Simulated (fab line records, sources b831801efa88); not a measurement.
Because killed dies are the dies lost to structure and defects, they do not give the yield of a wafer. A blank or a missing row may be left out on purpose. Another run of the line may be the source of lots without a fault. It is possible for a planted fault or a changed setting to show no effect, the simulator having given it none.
fab line records	flow sky130
[record] lots = 12	wafers = 35	last_day = 50
route steps=708 shown METAL4@601 METAL5@675 PASSIVATION@684 PAD_OPEN@708
lots that met no fault: from a run of the same line without faults
start_h: the number of hours between the record's first day and the start of the first shown wafer of the lot	wait_h: hours since the lot's step before	" as in the row above	L1.1+2: a single row standing in for several wafers	- no value present, or no start provided	* or withheld: withheld	< > ~ a bound
route shown NAME@n: names a module that has steps shown in the file, with the first one's number in the route	usual: the fault-free wafers' mean and standard deviation	same: alike in all rows	chamber/n: place in a boat	sites: each site's reading	_std_site: standard deviation across them	_edge_site: mean of outer sites minus mean of inner sites	radius_mm: how far each site lies from the wafer's centre	mask NAME#n: copy n	behind: the tool/chamber that last shaped the wafer	hold: cause of the lot's hold/its duration in hours/its outcome	device: transistor that didn't switch, given as n, p or np	end of line: the tests these same wafers got at the end of their route	for a step that has no rows: nothing shown but its recipe	killed: the dies lost at the first sort to structure and to defects; this is not the yield of the wafer	map: shows each die of a wafer: x if killed, . if not, _ if none is there
set.NAME: setting as actually run; set.NAME@STEP: the setting as run at that earlier step	model.NAME: the simulator's own value behind a step, which no gauge read
steps of the route over a sample of lots; a table a step, a row a wafer
services: a tool's chamber out of use, with start hour (start_h, from the record's first day; less than 0 if before it), hours out, and reason
[[steps]]
[step SKY_METAL4_SPUTTER_03]
[recipe] material = Ti	target_thk_nm = 5	power_w = 3000	time_s = 3.3	chamber_pressure_pa = 0.4
[usual] chamber_pressure_pa = 0.4000/0.00078	throttle_valve_pct = 29.9/0.83
lot.wafer	tool	chamber	start_h	wait_h	chamber_pressure_pa	throttle_valve_pct
L497.2	pvd_sputter-01	-	917.62	0.0	0.4006	30.5
L497.3	"	-	"	"	0.3999	29.4
L497.4	"	-	"	"	0.4015	29.6
L499.3	pvd_sputter-01	-	941.45	0.0	0.4006	28.4
L499.5	"	-	"	"	0.3995	29.2
L499.6	"	-	"	"	0.4008	28.6
L500.1	pvd_sputter-03	-	952.66	0.0	0.3994	30.6
L500.2	"	-	"	"	0.3979	30.7
L500.4	"	-	"	"	0.4008	29.0
L501.2	pvd_sputter-02	-	959.04	0.0	0.4000	30.9
L501.3	"	-	"	"	0.3998	30.9
L501.5	"	-	"	"	0.3988	29.0
L505.1	pvd_sputter-03	-	983.62	0.0	0.3996	28.8
L505.4	"	-	"	"	0.3992	30.8
L505.6	"	-	"	"	0.4010	30.9
L506.5	pvd_sputter-02	-	995.49	0.0	0.3999	29.4
L506.6	"	-	"	"	0.4002	30.6
L507.2	pvd_sputter-02	-	999.65	0.0	0.3999	29.0
L507.3	"	-	"	"	0.4000	30.7
L507.6	"	-	"	"	0.3991	29.0
L512.2	pvd_sputter-01	-	1038.87	0.0	0.4005	29.6
L512.5	"	-	"	"	0.4006	29.3
L512.6	"	-	"	"	0.3997	28.5
L515.1	pvd_sputter-03	-	1049.98	0.0	0.4011	30.7
L515.2	"	-	"	"	0.3998	28.6
L515.6	"	-	"	"	0.3996	29.1
L516.2	pvd_sputter-02	-	1057.38	0.0	0.3986	28.9
L516.5	"	-	"	"	0.4003	29.7
L516.6	"	-	"	"	0.3988	28.7
L517.1	pvd_sputter-03	-	1066.44	0.0	0.4014	31.0
L517.2	"	-	"	"	0.3995	30.9
L517.4	"	-	"	"	0.4003	31.0
L519.3	pvd_sputter-02	-	1078.66	0.0	0.3991	29.4
L519.4	"	-	"	"	0.3996	30.6
L519.5	"	-	"	"	0.3992	28.9
[step SKY_METAL4_STRIP_19]
[recipe] chemistry = O2/N2	power_w = 1400	pressure_mtorr = 1500	platen_temp_c = withheld	o2_flow_sccm = 3000	n2_flow_sccm = 300	overash_fraction = 0.5
[usual] chamber_pressure_mTorr = 1500.0/1.5	drypump_motor_current_A = 5.8/0.5	oes_product_au = 0.499/0.0062	strip_time_to_endpoint_s = 6.46/0.11
lot.wafer	tool	chamber	start_h	wait_h	chamber_pressure_mTorr	drypump_motor_current_A	oes_product_au	rf_hours_counter_h	strip_time_to_endpoint_s
L497.2	plasma_asher-01	1	968.97	0.2	1499.5	4.9	0.502	89	6.53
L497.3	"	1	"	"	1499.6	4.9	0.494	-	6.43
L497.4	"	0	"	"	1499.3	5.8	0.502	-	6.53
L499.3	plasma_asher-01	1	990.58	0.1	1501.1	4.9	0.514	-	6.65
L499.5	"	0	"	"	1497.8	5.8	0.496	-	6.49
L499.6	"	1	"	"	1502.4	4.9	0.504	-	6.63
L500.1	plasma_asher-01	1	1001.61	0.1	1501.3	4.9	0.502	94	6.58
L500.2	"	0	"	"	1499.0	5.8	0.490	94	6.47
L500.4	"	1	"	"	1500.2	4.9	0.503	-	6.62
L501.2	plasma_asher-02	0	1006.89	0.1	1500.5	5.8	0.498	58	6.53
L501.3	"	0	"	"	1501.5	5.8	0.487	-	6.25
L501.5	"	0	"	"	1499.8	5.8	0.505	-	6.56
L505.1	plasma_asher-03	0	1031.35	0.1	1500.4	6.2	0.494	29	6.52
L505.4	"	0	"	"	1496.6	6.2	0.507	-	6.50
L505.6	"	1	"	"	1503.5	6.2	0.500	-	6.48
L506.5	plasma_asher-03	0	1042.77	0.1	1500.1	6.2	0.499	-	6.36
L506.6	"	1	"	"	1497.2	6.2	0.503	-	6.53
L507.2	plasma_asher-03	1	1046.32	0.1	1501.8	6.2	0.506	30	6.56
L507.3	"	0	"	"	1500.3	6.2	0.505	-	6.50
L507.6	"	0	"	"	1499.2	6.2	0.495	-	6.50
L512.2	plasma_asher-01	1	1083.75	0.1	1500.0	4.9	0.493	101	6.44
L512.5	"	0	"	"	1504.5	5.8	0.496	-	6.51
L512.6	"	1	"	"	1501.8	4.9	0.504	-	6.43
L515.1	plasma_asher-02	1	1093.65	0.1	1500.6	5.1	0.502	67	6.55
L515.2	"	0	"	"	1499.5	5.9	0.485	67	6.37
L515.6	"	0	"	"	1502.6	5.9	0.505	-	6.34
L516.2	plasma_asher-02	0	1099.69	0.1	1499.6	5.9	0.506	67	6.42
L516.5	"	1	"	"	1503.2	5.1	0.489	-	6.39
L516.6	"	0	"	"	1499.5	5.8	0.497	-	6.45
L517.1	plasma_asher-03	1	1108.05	0.1	1499.7	6.2	0.495	37	6.40
L517.2	"	0	"	"	1499.4	6.2	0.496	37	6.53
L517.4	"	1	"	"	1500.6	6.2	0.498	-	6.56
L519.3	plasma_asher-01	0	1120.18	0.1	1498.7	5.8	0.505	-	6.51
L519.4	"	1	"	"	1503.0	4.9	0.512	-	6.59
L519.5	"	0	"	"	1497.3	5.8	0.503	-	6.49
[step SKY_METAL5_DESCUM_14]
[recipe] chemistry = O2	source_power_w = 150	bias_power_w = 0	pressure_mtorr = 10	temp_c = 40	time_s = 11
[usual] chamber_pressure_mTorr = 10.001/0.0092	drypump_motor_current_A = 5.56/0.25	oes_product_au = 1.006/0.0096
lot.wafer	tool	chamber	start_h	wait_h	chamber_pressure_mTorr	drypump_motor_current_A	oes_product_au	rf_hours_counter_h
L497.2	rie_metal-02	0	1017.77	0.1	10.016	5.26	0.998	16
L497.3	"	1	"	"	9.999	5.68	1.004	-
L497.4	"	0	"	"	9.999	5.29	0.994	-
L499.3	rie_metal-02	0	1038.53	0.1	9.995	5.30	0.994	-
L499.5	"	0	"	"	10.005	5.29	0.985	-
L499.6	"	1	"	"	9.998	5.65	1.013	-
L500.1	rie_metal-03	0	1049.31	0.1	10.008	5.58	1.014	27
L500.2	"	1	"	"	9.997	5.80	0.987	18
L500.4	"	0	"	"	9.993	5.59	1.021	-
L501.2	rie_metal-04	0	1055.11	0.1	10.013	5.76	0.997	1
L501.3	"	0	"	"	10.018	5.76	1.014	-
L501.5	"	0	"	"	9.996	5.79	1.011	-
L505.1	rie_metal-03	0	1077.71	0.1	9.999	5.58	1.030	29
L505.4	"	1	"	"	9.997	5.77	1.001	-
L505.6	"	1	"	"	9.996	5.76	1.011	-
L506.5	rie_metal-04	1	1087.94	0.0	10.000	5.18	1.020	-
L506.6	"	0	"	"	10.008	5.78	1.014	-
L507.2	rie_metal-03	0	1091.07	0.1	10.011	5.59	1.016	30
L507.3	"	1	"	"	9.993	5.74	0.998	-
L507.6	"	0	"	"	10.011	5.58	1.021	-
L512.2	rie_metal-04	1	1125.31	0.1	10.005	5.16	1.010	14
L512.5	"	0	"	"	9.994	5.78	1.018	-
L512.6	"	1	"	"	9.999	5.16	1.013	-
L515.1	rie_metal-04	1	1135.06	0.1	10.010	5.20	1.007	15
L515.2	"	0	"	"	10.002	5.77	1.001	7
L515.6	"	0	"	"	10.004	5.79	1.009	-
L516.2	rie_metal-03	0	1141.51	0.1	9.996	5.55	0.993	1
L516.5	"	0	"	"	9.989	5.59	1.009	-
L516.6	"	1	"	"	9.997	5.79	1.006	-
L517.1	rie_metal-04	1	1148.91	0.1	9.996	5.18	0.997	17
L517.2	"	0	"	"	10.020	5.77	1.007	9
L517.4	"	0	"	"	10.000	5.77	1.016	-
L519.3	rie_metal-04	1	1158.67	0.1	10.004	5.20	0.989	-
L519.4	"	0	"	"	10.004	5.77	1.001	-
L519.5	"	0	"	"	9.996	5.77	0.991	-
[step SKY_PASSIVATION_THK_MEAS_03]
[recipe] reads = Si3N4_of_PASSIVATION_CVD_02
[usual] PASSIVATION_CVD_02_THK = 537/7.8
lot.wafer	tool	chamber	start_h	wait_h	PASSIVATION_CVD_02_THK[nm]
L497.2	film_metro-04	-	1018.98	-	522
L497.3	"	-	"	"	533
L497.4	"	-	"	"	541
L499.3	film_metro-02	-	1039.90	-	538
L499.5	"	-	"	"	541
L499.6	"	-	"	"	542
L500.1	film_metro-04	-	1050.49	-	528
L500.2	"	-	"	"	528
L500.4	"	-	"	"	529
L501.2	film_metro-02	-	1056.35	-	531
L501.3	"	-	"	"	535
L501.5	"	-	"	"	540
L505.1	film_metro-04	-	1078.88	-	532
L505.4	"	-	"	"	548
L505.6	"	-	"	"	542
L506.5	film_metro-02	-	1089.13	-	548
L506.6	"	-	"	"	539
L507.2	film_metro-04	-	1092.57	-	534
L507.3	"	-	"	"	524
L507.6	"	-	"	"	533
L512.2	film_metro-04	-	1126.49	-	550
L512.5	"	-	"	"	551
L512.6	"	-	"	"	549
L515.1	film_metro-02	-	1136.31	-	527
L515.2	"	-	"	"	532
L515.6	"	-	"	"	538
L516.2	film_metro-02	-	1142.69	-	533
L516.5	"	-	"	"	543
L516.6	"	-	"	"	547
L517.1	film_metro-04	-	1150.11	-	537
L517.2	"	-	"	"	539
L517.4	"	-	"	"	547
L519.3	film_metro-03	-	1159.91	-	536
L519.4	"	-	"	"	543
L519.5	"	-	"	"	545
[step SKY_PAD_OPEN_PROBE_99]
[usual] defect_limited_yield = 82.9/2	killed_at_M0_to_M3 = 43/7	killed_at_M4_up = 3.0/1.9	killed_at_contacts = 24/4.6	killed_at_front_end = 15/4.1	killed_at_other = 0.3/0.52	killed_dies = 84/9.7	killed_open = 46/6.9	killed_short = 38/6.8	sort_bin_3_pad_short = 0.8/0.41	sort_bin_5_function = 10.2/1.5	sort_bin_6_memory = 6.1/1.1	sort_n_pass = 408/9.7	sort_yield_pct = 82.9/2
[same] gross_dies = 492	killed_at_back_side = 0	sort_bin_4_leakage[%] = 0	sort_bin_8_speed[%] = 0
lot.wafer	tool	chamber	start_h	wait_h	defect_limited_yield[%]	killed_at_M0_to_M3	killed_at_M4_up	killed_at_contacts	killed_at_front_end	killed_at_other	killed_dies	killed_open	killed_short	sort_bin_3_pad_short[%]	sort_bin_5_function[%]	sort_bin_6_memory[%]	sort_n_pass	sort_yield_pct[%]
L497.2	prober-01	-	1066.13	0.1	81.5	40	7	27	17	0	91	51	39	1.0	11.0	6.5	401	81.5
L497.3	prober-01	-	1066.18	0.2	83.1	39	3	24	17	0	83	45	38	0.2	11.4	5.3	409	83.1
L497.4	prober-01	-	1066.23	0.2	79.3	49	2	34	17	0	102	60	42	1.4	11.6	7.7	390	79.3
L499.3	prober-01	-	1084.59	0.2	82.3	41	1	24	20	1	87	44	43	1.6	10.4	5.7	405	82.3
L499.5	prober-01	-	1084.69	0.2	81.9	41	3	23	21	1	89	56	33	0.4	11.2	6.5	403	81.9
L499.6	prober-01	-	1084.74	0.2	83.5	37	4	22	18	0	81	46	33	0.8	10.6	5.1	411	83.5
L500.1	prober-02	-	1094.24	0.1	84.8	42	5	18	9	1	75	42	33	0.2	9.8	5.3	417	84.8
L500.2	prober-02	-	1094.29	0.1	84.3	47	1	20	8	1	77	45	32	1.0	8.5	6.1	415	84.3
L500.4	prober-02	-	1094.39	0.2	82.9	45	8	16	13	2	84	40	44	0.6	8.5	7.9	408	82.9
L501.2	prober-01	-	1098.67	0.1	82.5	47	4	25	9	1	86	53	33	0.4	10.8	6.3	406	82.5
L501.3	prober-01	-	1098.72	0.2	83.9	41	2	15	20	1	79	44	35	0.6	9.3	6.1	413	83.9
L501.5	prober-01	-	1098.82	0.2	83.5	39	3	26	13	0	81	44	37	1.2	9.6	5.7	411	83.5
L505.1	prober-01	-	1120.15	0.1	84.6	41	2	21	12	0	76	41	35	0.4	10.0	5.1	416	84.6
L505.4	prober-01	-	1120.30	0.2	81.3	50	4	25	13	0	92	57	35	1.4	11.0	6.3	400	81.3
L505.6	prober-01	-	1120.40	0.2	83.3	40	3	28	11	0	82	49	33	0.6	8.9	7.1	410	83.3
L506.5	prober-02	-	1130.63	0.2	77.8	44	34	15	16	0	109	41	39	3.5	12.0	6.7	383	77.8
L506.6	prober-02	-	1130.68	0.2	67.9	46	79	13	20	0	158	42	40	6.3	18.3	7.5	334	67.9
L507.2	prober-01	-	1133.83	0.1	67.5	40	69	35	15	1	160	50	44	5.5	19.1	7.9	332	67.5
L507.3	prober-01	-	1133.88	0.2	69.1	42	74	20	16	0	152	50	32	5.1	18.5	7.3	340	69.1
L507.6	prober-01	-	1134.03	0.2	73.8	29	70	18	12	0	129	33	29	5.9	13.8	6.5	363	73.8
L512.2	prober-01	-	1164.33	0.1	85.0	40	3	22	9	0	74	42	32	0.2	7.9	6.9	418	85.0
L512.5	prober-01	-	1164.48	0.2	84.1	37	5	24	12	0	78	42	36	0.4	8.5	6.9	414	84.1
L512.6	prober-01	-	1164.53	0.2	80.5	57	4	23	12	0	96	43	53	0.8	13.0	5.7	396	80.5
L515.1	prober-02	-	1174.78	0.1	81.1	37	2	27	27	0	93	57	36	0.6	10.8	7.5	399	81.1
L515.2	prober-02	-	1174.83	0.1	81.1	46	2	19	25	1	93	63	30	0.8	10.2	7.9	399	81.1
L515.6	prober-02	-	1175.03	0.2	83.9	47	0	17	14	1	79	43	36	0.6	9.8	5.7	413	83.9
L516.2	prober-01	-	1178.76	0.1	83.5	34	1	28	18	0	81	39	42	0.8	9.1	6.5	411	83.5
L516.5	prober-01	-	1178.91	0.2	81.9	42	5	26	16	0	89	39	46	0.6	9.8	7.7	403	81.9
L516.6	prober-01	-	1178.96	0.2	84.6	37	2	21	15	1	76	38	35	0.6	9.1	5.7	416	84.6
L517.1	prober-02	-	1185.17	0.1	81.3	42	3	30	16	1	92	57	33	0.4	11.0	7.3	400	81.3
L517.2	prober-02	-	1185.22	0.1	85.8	37	1	22	10	0	70	43	27	0.2	8.5	5.5	422	85.8
L517.4	prober-02	-	1185.32	0.2	86.2	35	1	18	13	1	68	47	21	0.2	10.0	3.7	424	86.2
L519.3	prober-02	-	1194.68	0.2	83.7	41	3	25	11	0	80	37	43	0.8	10.0	5.5	412	83.7
L519.4	prober-02	-	1194.73	0.2	82.1	40	4	30	14	0	88	37	51	0.8	10.2	6.9	404	82.1
L519.5	prober-02	-	1194.78	0.2	82.5	39	2	28	17	0	86	50	36	1.4	10.8	5.3	406	82.5
// killed by level:class
L497.2 VIA1:geometric_particle:open=12 LI_CONTACT:geometric_particle:open=9 POLY_GATE:geometric_particle:short=8 CONTACT:geometric_particle:open=8 VIA1:geometric_particle:short=7 VIA2:geometric_particle:open=5 METAL4:geometric_particle:short=5 LI_CONTACT:geometric_particle:short=4
L497.3 VIA3:geometric_particle:open=10 LI_CONTACT:geometric_particle:open=7 CONTACT:geometric_particle:open=6 VIA1:geometric_particle:open=6 FIELD_ISO:geometric_particle:open=4 POLY_GATE:geometric_particle:short=4 VIA1:geometric_particle:short=4 CONTACT:geometric_particle:short=4
L497.4 CONTACT:geometric_particle:open=13 VIA3:geometric_particle:open=13 VIA1:geometric_particle:open=8 LI_CONTACT:geometric_particle:open=8 METAL2:geometric_particle:short=8 VIA2:geometric_particle:open=6 POLY_GATE:geometric_particle:open=5 POLY_GATE:geometric_particle:short=5
L499.3 CONTACT:geometric_particle:open=9 VIA1:geometric_particle:short=9 VIA2:geometric_particle:open=7 LI_CONTACT:geometric_particle:open=6 POLY_GATE:geometric_particle:open=5 METAL2:geometric_particle:short=5 VIA3:geometric_particle:open=5 FIELD_ISO:geometric_particle:short=4
L499.5 VIA1:geometric_particle:open=14 FIELD_ISO:geometric_particle:open=8 CONTACT:geometric_particle:open=8 POLY_GATE:geometric_particle:open=6 VIA3:geometric_particle:open=6 VIA2:geometric_particle:open=5 LI_CONTACT:geometric_particle:open=5 CONTACT:geometric_particle:short=5
L499.6 CONTACT:geometric_particle:open=10 VIA1:geometric_particle:open=10 FIELD_ISO:geometric_particle:open=5 VIA1:geometric_particle:short=5 VIA2:geometric_particle:open=5 VIA3:geometric_particle:open=5 LI_CONTACT:geometric_particle:open=4 CONTACT:geometric_particle:short=4
L500.1 VIA1:geometric_particle:open=9 VIA3:geometric_particle:open=7 CONTACT:geometric_particle:open=6 METAL1:geometric_particle:short=6 LI_CONTACT:geometric_particle:open=4 LOCAL_INTERCONNECT:geometric_particle:open=4 VIA2:geometric_particle:short=4 VIA1:geometric_particle:short=4
L500.2 VIA1:geometric_particle:open=9 VIA3:geometric_particle:open=9 VIA2:geometric_particle:open=7 LI_CONTACT:geometric_particle:open=6 METAL2:geometric_particle:short=5 CONTACT:geometric_particle:open=5 LOCAL_INTERCONNECT:geometric_particle:short=4 CONTACT:geometric_particle:short=4
L500.4 VIA1:geometric_particle:open=12 VIA3:geometric_particle:short=7 VIA1:geometric_particle:short=7 CONTACT:geometric_particle:open=6 METAL4:geometric_particle:short=6 CONTACT:geometric_particle:short=5 VIA2:geometric_particle:open=5 FIELD_ISO:geometric_particle:short=4
L501.2 CONTACT:geometric_particle:open=11 METAL2:geometric_particle:short=10 VIA2:geometric_particle:open=9 LI_CONTACT:geometric_particle:open=7 VIA3:geometric_particle:open=6 VIA1:geometric_particle:open=5 POLY_GATE:geometric_particle:open=4 METAL1:geometric_particle:short=4
L501.3 VIA1:geometric_particle:open=9 LI_CONTACT:geometric_particle:open=8 VIA2:geometric_particle:open=6 VIA3:geometric_particle:open=6 POLY_GATE:geometric_particle:open=5 FIELD_ISO:geometric_particle:short=4 POLY_GATE:geometric_particle:short=4 METAL1:geometric_particle:short=4
L501.5 LI_CONTACT:geometric_particle:open=11 VIA1:geometric_particle:open=10 LOCAL_INTERCONNECT:geometric_particle:short=6 CONTACT:geometric_particle:open=6 VIA2:geometric_particle:open=6 VIA2:geometric_particle:short=5 POLY_GATE:geometric_particle:short=4 METAL2:geometric_particle:short=4
L505.1 VIA1:geometric_particle:open=11 METAL2:geometric_particle:short=8 CONTACT:geometric_particle:open=7 VIA2:geometric_particle:open=7 LOCAL_INTERCONNECT:geometric_particle:short=4 LI_CONTACT:geometric_particle:open=4 POLY_GATE:geometric_particle:open=3 LI_CONTACT:geometric_particle:short=3
L505.4 VIA1:geometric_particle:open=20 LI_CONTACT:geometric_particle:open=9 VIA2:geometric_particle:open=9 CONTACT:geometric_particle:open=8 METAL1:geometric_particle:short=5 FIELD_ISO:geometric_particle:short=4 SPACER:geometric_particle:short=4 VIA3:geometric_particle:open=4
L505.6 CONTACT:geometric_particle:open=13 VIA1:geometric_particle:open=9 VIA3:geometric_particle:open=9 LI_CONTACT:geometric_particle:open=6 VIA1:geometric_particle:short=5 CONTACT:geometric_particle:short=4 LOCAL_INTERCONNECT:geometric_particle:short=4 VIA3:geometric_particle:short=4
L506.5 METAL4:unspecified=29 VIA1:geometric_particle:open=10 CONTACT:geometric_particle:open=7 METAL1:geometric_particle:short=6 VIA3:geometric_particle:open=6 FIELD_ISO:geometric_particle:short=5 VIA1:geometric_particle:short=5 FIELD_ISO:geometric_particle:open=3
L506.6 METAL4:unspecified=76 METAL1:geometric_particle:short=9 VIA1:geometric_particle:open=8 FIELD_ISO:geometric_particle:open=7 POLY_GATE:geometric_particle:short=7 VIA2:geometric_particle:open=7 VIA3:geometric_particle:open=6 LI_CONTACT:geometric_particle:open=5
L507.2 METAL4:unspecified=65 VIA2:geometric_particle:open=11 CONTACT:geometric_particle:open=10 LOCAL_INTERCONNECT:geometric_particle:short=7 LI_CONTACT:geometric_particle:open=7 CONTACT:geometric_particle:short=7 FIELD_ISO:geometric_particle:open=6 METAL1:geometric_particle:short=6
L507.3 METAL4:unspecified=69 CONTACT:geometric_particle:open=9 VIA2:geometric_particle:open=8 LI_CONTACT:geometric_particle:open=7 METAL2:geometric_particle:short=7 VIA1:geometric_particle:open=6 VIA3:geometric_particle:open=6 POLY_GATE:geometric_particle:open=5
L507.6 METAL4:unspecified=67 VIA1:geometric_particle:open=6 LI_CONTACT:geometric_particle:open=5 LI_CONTACT:geometric_particle:short=5 CONTACT:geometric_particle:open=5 METAL2:geometric_particle:short=5 VIA2:geometric_particle:open=4 VIA1:geometric_particle:short=4
L512.2 CONTACT:geometric_particle:open=12 VIA1:geometric_particle:open=6 METAL2:geometric_particle:short=6 VIA2:geometric_particle:open=5 VIA3:geometric_particle:open=5 FIELD_ISO:geometric_particle:open=4 LI_CONTACT:geometric_particle:open=4 VIA1:geometric_particle:short=4
L512.5 CONTACT:geometric_particle:open=11 VIA1:geometric_particle:open=7 CONTACT:geometric_particle:short=6 METAL1:geometric_particle:short=6 VIA2:geometric_particle:open=6 VIA3:geometric_particle:open=6 POLY_GATE:geometric_particle:open=5 VIA1:geometric_particle:short=5
L512.6 VIA1:geometric_particle:open=10 CONTACT:geometric_particle:open=8 VIA3:geometric_particle:open=8 METAL2:geometric_particle:short=7 METAL3:geometric_particle:short=6 LI_CONTACT:geometric_particle:open=5 CONTACT:geometric_particle:short=5 METAL1:geometric_particle:short=5
L515.1 CONTACT:geometric_particle:open=14 FIELD_ISO:geometric_particle:open=9 VIA2:geometric_particle:open=7 VIA3:geometric_particle:open=7 FIELD_ISO:geometric_particle:short=6 CONTACT:geometric_particle:short=6 METAL1:geometric_particle:short=6 SPACER:geometric_particle:open=5
L515.2 VIA1:geometric_particle:open=10 VIA2:geometric_particle:open=9 CONTACT:geometric_particle:open=8 VIA3:geometric_particle:open=7 POLY_GATE:geometric_particle:open=6 LI_CONTACT:geometric_particle:open=5 FIELD_ISO:geometric_particle:open=4 SPACER:geometric_particle:short=4
L515.6 VIA1:geometric_particle:open=14 METAL1:geometric_particle:short=8 LI_CONTACT:geometric_particle:open=6 VIA3:geometric_particle:open=6 CONTACT:geometric_particle:short=5 POLY_GATE:geometric_particle:open=4 POLY_GATE:geometric_particle:short=4 CONTACT:geometric_particle:open=4
L516.2 CONTACT:geometric_particle:open=10 VIA1:geometric_particle:open=9 VIA2:geometric_particle:short=8 POLY_GATE:geometric_particle:short=7 CONTACT:geometric_particle:short=7 LI_CONTACT:geometric_particle:open=6 VIA1:geometric_particle:short=5 VIA2:geometric_particle:open=5
L516.5 CONTACT:geometric_particle:open=12 VIA1:geometric_particle:open=7 VIA2:geometric_particle:short=7 FIELD_ISO:geometric_particle:short=6 METAL2:geometric_particle:short=6 VIA1:geometric_particle:short=5 VIA2:geometric_particle:open=5 LOCAL_INTERCONNECT:geometric_particle:short=4
L516.6 VIA3:geometric_particle:open=7 VIA1:geometric_particle:open=6 LOCAL_INTERCONNECT:geometric_particle:short=6 CONTACT:geometric_particle:open=5 VIA1:geometric_particle:short=5 POLY_GATE:geometric_particle:open=4 LI_CONTACT:geometric_particle:open=4 CONTACT:geometric_particle:short=4
L517.1 VIA1:geometric_particle:open=14 CONTACT:geometric_particle:open=10 LI_CONTACT:geometric_particle:open=9 VIA3:geometric_particle:open=8 POLY_GATE:geometric_particle:short=6 LOCAL_INTERCONNECT:geometric_particle:short=6 VIA2:geometric_particle:open=5 METAL2:geometric_particle:short=4
L517.2 VIA1:geometric_particle:open=12 LI_CONTACT:geometric_particle:open=9 VIA3:geometric_particle:open=9 CONTACT:geometric_particle:open=5 FIELD_ISO:geometric_particle:open=4 CONTACT:geometric_particle:short=4 METAL2:geometric_particle:short=4 METAL3:geometric_particle:short=4
L517.4 VIA1:geometric_particle:open=13 CONTACT:geometric_particle:open=9 POLY_GATE:geometric_particle:open=5 LI_CONTACT:geometric_particle:open=5 METAL2:geometric_particle:short=5 VIA2:geometric_particle:open=4 VIA3:geometric_particle:open=4 FIELD_ISO:geometric_particle:open=2
L519.3 VIA1:geometric_particle:open=11 CONTACT:geometric_particle:short=9 CONTACT:geometric_particle:open=8 METAL2:geometric_particle:short=5 POLY_GATE:geometric_particle:open=4 METAL1:geometric_particle:short=4 VIA1:geometric_particle:short=4 VIA2:geometric_particle:short=4
L519.4 CONTACT:geometric_particle:open=10 CONTACT:geometric_particle:short=9 VIA1:geometric_particle:short=9 VIA1:geometric_particle:open=7 METAL2:geometric_particle:short=7 LI_CONTACT:geometric_particle:open=6 POLY_GATE:geometric_particle:short=5 LOCAL_INTERCONNECT:geometric_particle:short=4
L519.5 CONTACT:geometric_particle:open=12 LI_CONTACT:geometric_particle:open=7 VIA1:geometric_particle:open=7 VIA2:geometric_particle:open=6 POLY_GATE:geometric_particle:short=5 METAL2:geometric_particle:short=5 CONTACT:geometric_particle:short=5 FIELD_ISO:geometric_particle:open=4
[[services]]
tool	chamber	start_h	hours	kind
pvd_sputter-01	-	900.60	3.3	repair
rie_metal-04	-	908.11	0.5	repair
rie_metal-03	-	929.48	2.8	pm
pvd_sputter-02	-	937.96	15.0	repair
rie_metal-04	0	960.89	-	clean
rie_metal-04	0	960.89	22.9	scheduled_down
rie_metal-04	0	960.89	22.9	vent_cycle
rie_metal-03	1	971.58	15.1	repair
rie_metal-04	-	975.46	55.4	repair
pvd_sputter-03	-	987.66	2.1	repair
plasma_asher-03	-	987.77	14.6	pm
pvd_sputter-02	2	994.37	-	consumable_replace:kit
rie_metal-02	-	1011.53	0.3	repair
plasma_asher-01	-	1027.94	0.9	repair
pvd_sputter-01	-	1051.26	1.4	repair
pvd_sputter-03	-	1060.25	1.5	repair
pvd_sputter-01	-	1065.12	0.6	repair
plasma_asher-01	-	1073.74	2.8	pm
pvd_sputter-02	-	1085.94	2.8	repair
pvd_sputter-01	-	1098.69	19.3	repair
plasma_asher-02	-	1099.79	14.6	pm
pvd_sputter-01	-	1105.68	0.9	repair
pvd_sputter-03	-	1128.99	1.2	repair
pvd_sputter-01	-	1139.53	6.9	repair
[[key]]
[first_sign] step = SKY_PAD_OPEN_PROBE_99	reading = killed_at_M4_up	direction = up	sigmas = 33	usual = 3.0	struck = 65.2
[effect] step = SKY_PAD_OPEN_PROBE_99	reading = sort_bin_3_pad_short	direction = up	sigmas = 11	usual = 0.8	struck = 5.2
met_at SKY_METAL4_SPUTTER_03
struck_lots L506,L507
not_acting_at SKY_METAL4_STRIP_19,SKY_METAL5_DESCUM_14,SKY_PASSIVATION_THK_MEAS_03
onset_between 959.04 995.49
[fault] kind = chamber_particle_source	tool = pvd_sputter-02	chamber = -	onset_h = 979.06	steps = SKY_METAL4_SPUTTER_03	rate_per_visit_cm2 = 2.1713	end_h = 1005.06
